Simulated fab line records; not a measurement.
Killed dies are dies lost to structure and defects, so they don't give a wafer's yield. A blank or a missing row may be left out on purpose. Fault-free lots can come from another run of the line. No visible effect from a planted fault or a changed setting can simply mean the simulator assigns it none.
One fault seen from 2 desks || flow sky130 || each desk has only its own numbers; what lay behind them comes last

FROM THE METROLOGY DESK
What the gauges read, lot by lot, whatever tool the lot ran on: means of the sampled wafers that have a number. If a lot's mean is further than 4 standard deviations from the usual mean, the lot is out of limits and carries the mark OUT (the distance appears in the brackets).
Columns: A = SD_P_OVL at SKY_SD_P_OVL_MEAS_08, usual 0.5 nm; B = SD_N_RS at SKY_SD_N_RS_MEAS_16, usual 68.51 ohm/sq; C = CAP2M_OVL at SKY_CAP2M_OVL_MEAS_12, usual 1.1 nm
{"lot": "L188", "first seen here": "day 25 08:47", "A": 0.5, "B": 68.53, "C": 1.5}
{"lot": "L189", "first seen here": "day 25 10:38", "A": 4.2, "B": 68.58, "C": 0.3}
{"lot": "L191", "first seen here": "day 26 11:56", "A": 0.4, "B": 68.53, "C": 1.2}
{"lot": "L196", "first seen here": "day 28 11:17", "A": 0.1, "B": 68.61, "C": 2.3}
{"lot": "L197", "first seen here": "day 28 20:28", "A": 0.8, "B": 68.48, "C": 0.0}
{"lot": "L198", "first seen here": "day 29 09:29", "A": -0.3, "B": 68.44, "C": 1.3}
{"lot": "L201", "first seen here": "day 31 19:28", "A": -0.3, "B": 68.42, "C": 0.8}
{"lot": "L202", "first seen here": "day 31 20:35", "A": 2.2, "B": 68.54, "C": 0.5}
{"lot": "L204", "first seen here": "day 31 22:52", "A": 1.2, "B": 68.47, "C": 2.7}
{"lot": "L206", "first seen here": "day 32 05:31", "A": 0.0, "B": 68.48, "C": -0.6}
{"lot": "L208", "first seen here": "day 32 12:52", "A": 1.4, "B": 68.52, "C": -0.9}
{"lot": "L209", "first seen here": "day 33 00:28", "A": 1.2, "B": 68.72, "C": 2.6}
{"lot": "L210", "first seen here": "day 33 06:59", "A": 1.2, "B": 68.69, "C": 0.5}
This desk's verdict: no lot among the 13 shows anything out of limits.

FOR THE TOOL OWNER'S DESK: cmp-01
The tool's own readings at SKY_VIA3_CMP_02 (polishes SiO2): means of the sampled wafers that have a number, for each lot that ran on this tool. If a lot's mean is further than 4 standard deviations from the usual mean, the lot is out of limits and carries the mark OUT (the distance appears in the brackets).
Columns: A = motor_current_A at SKY_VIA3_CMP_02, usual 12.9 A
{"lot": "L188", "first seen here": "day 38 16:31", "A": 12.8}
{"lot": "L189", "first seen here": "day 38 16:55", "A": 13.1}
{"lot": "L191", "first seen here": "day 39 14:14", "A": 14.1}
{"lot": "L196", "first seen here": "day 41 03:44", "A": 13.6}
{"lot": "L197", "first seen here": "day 41 12:38", "A": 13.1}
{"lot": "L198", "first seen here": "day 42 00:44", "A": 13.2}
{"lot": "L209", "first seen here": "day 45 00:41", "A": 12.4}
This desk's verdict: no lot among the 7 shows anything out of limits.

PUT TOGETHER
From the metrology desk's view, nothing was out of limits.
The desk of the tool owner found nothing out of limits.

WHAT THE SIMULATOR PUT IN
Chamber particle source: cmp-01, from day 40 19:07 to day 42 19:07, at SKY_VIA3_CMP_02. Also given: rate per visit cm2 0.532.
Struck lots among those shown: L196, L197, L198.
